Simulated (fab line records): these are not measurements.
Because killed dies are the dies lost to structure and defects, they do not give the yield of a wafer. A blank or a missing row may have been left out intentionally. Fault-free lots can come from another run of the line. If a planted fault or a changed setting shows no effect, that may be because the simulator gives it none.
Struck lot and sound lot, side by side | flow sfq-line | 15 out of 325 route steps
Sound: the wafers L663.2, L663.3, L663.5. Struck: wafers L680.4, L680.5. (L680.2 of the same lot was not struck and is left out.) The cause comes at the end.
Order at every step that has rows: each side's tool, ch and its chambers, its first start. Under that, the readings that differ: sound wafers | struck wafers | difference of the means | sigmas: that difference in standard deviations of wafers without a fault.
alike: readings whose means differ by less than 2 such deviations, and words and numbers that are the same on both sides. not compared: withheld readings, readings that some wafer has no value for, bounds like >300 that may hide the same value, and numbers for which the record gives no deviation and whose values overlap.
Wherever a step has rows on one side only, a row that says differs or no value, or a row with sigmas, the two part there. Numbers that don't overlap but have no deviation are shown without sigmas and don't part them. Lack of a reading on every wafer of one side parts them only where that side has two or more wafers.

SFQ_TRILAYER_I7_VIA_STRIP_STRIP_191: strips in O2.
  sound on rie-metal-04 ch 0, day 79 22:25; struck on rie-metal-04 ch 0, day 90 09:41
  alike: drypump-motor-current-A, oes-product-au
  not compared: rf-hours-counter-h
then, 8 steps without rows for these wafers: SFQ_TRILAYER_I7_VIA_STRIP_SOLV_CLEAN_192 (cleans in NMP, time 600 s); SFQ_TRILAYER_M8_LITHO_LOR_COAT_197; SFQ_TRILAYER_M8_LITHO_LOR_BAKE_198; SFQ_TRILAYER_M8_LITHO_COAT_193 (resist thk 600 nm); SFQ_TRILAYER_M8_LITHO_SOFTBAKE_199; SFQ_TRILAYER_M8_LITHO_EXPOSE_194 (exposes mask M8, target cd 2000 nm); SFQ_TRILAYER_M8_LITHO_PEB_196 (peb time 60 s); SFQ_TRILAYER_M8_LITHO_DEVELOP_195 (img clear 15 s, time 55 s).
SFQ_M8_OVL_MEAS_948:
  sound on overlay-02 at day 84 04:28; struck on overlay-01 at day 91 16:18
  alike: M8_OVL
then, 2 steps without rows for these wafers: SFQ_TRILAYER_M8_DEP_EVAP_197 (material Ti, target thk 20 nm, time 100 s); SFQ_TRILAYER_M8_DEP_EVAP_198 (material Pt, target thk 50 nm, time 250 s).
SFQ_TRILAYER_M8_DEP_EVAP_196: material Au, target thk 180 nm, time 900 s.
  sound on pvd-sputter-02 at day 84 04:43; struck on pvd-sputter-01 at day 91 16:33
  reading                                          | sound             | struck      | difference | sigmas
  model.Au_of_TRILAYER_M8_DEP_EVAP_196.thk-nm (nm) | 178.8 180.6 179.6 | 213.3 218.6 | +36.3      |
SFQ_M8_RS_MEAS_949: measures by four-point-probe.
  sound on film-metro-03 at day 84 05:16; struck on film-metro-02 at day 91 17:23
  reading           | sound                | struck        | difference | sigmas
  M8_AU_RS (ohm/sq) | 0.1547 0.1532 0.1540 | 0.1298 0.1264 | -0.0259    | -14
  not compared: hold
SFQ_M8_THK_MEAS_950: measures by xrf.
  sound on film-metro-03 at day 84 05:22; struck on film-metro-02 at day 91 21:17
  reading        | sound             | struck      | difference | sigmas
  M8_AU_THK (nm) | 178.5 180.3 179.2 | 213.0 218.3 | +36.3      | +16
  not compared: hold

== WHERE THEY PART ==
Last at SFQ_M8_THK_MEAS_950 as far as this record goes, first at SFQ_M8_RS_MEAS_949.

WHY: what the simulator had put in
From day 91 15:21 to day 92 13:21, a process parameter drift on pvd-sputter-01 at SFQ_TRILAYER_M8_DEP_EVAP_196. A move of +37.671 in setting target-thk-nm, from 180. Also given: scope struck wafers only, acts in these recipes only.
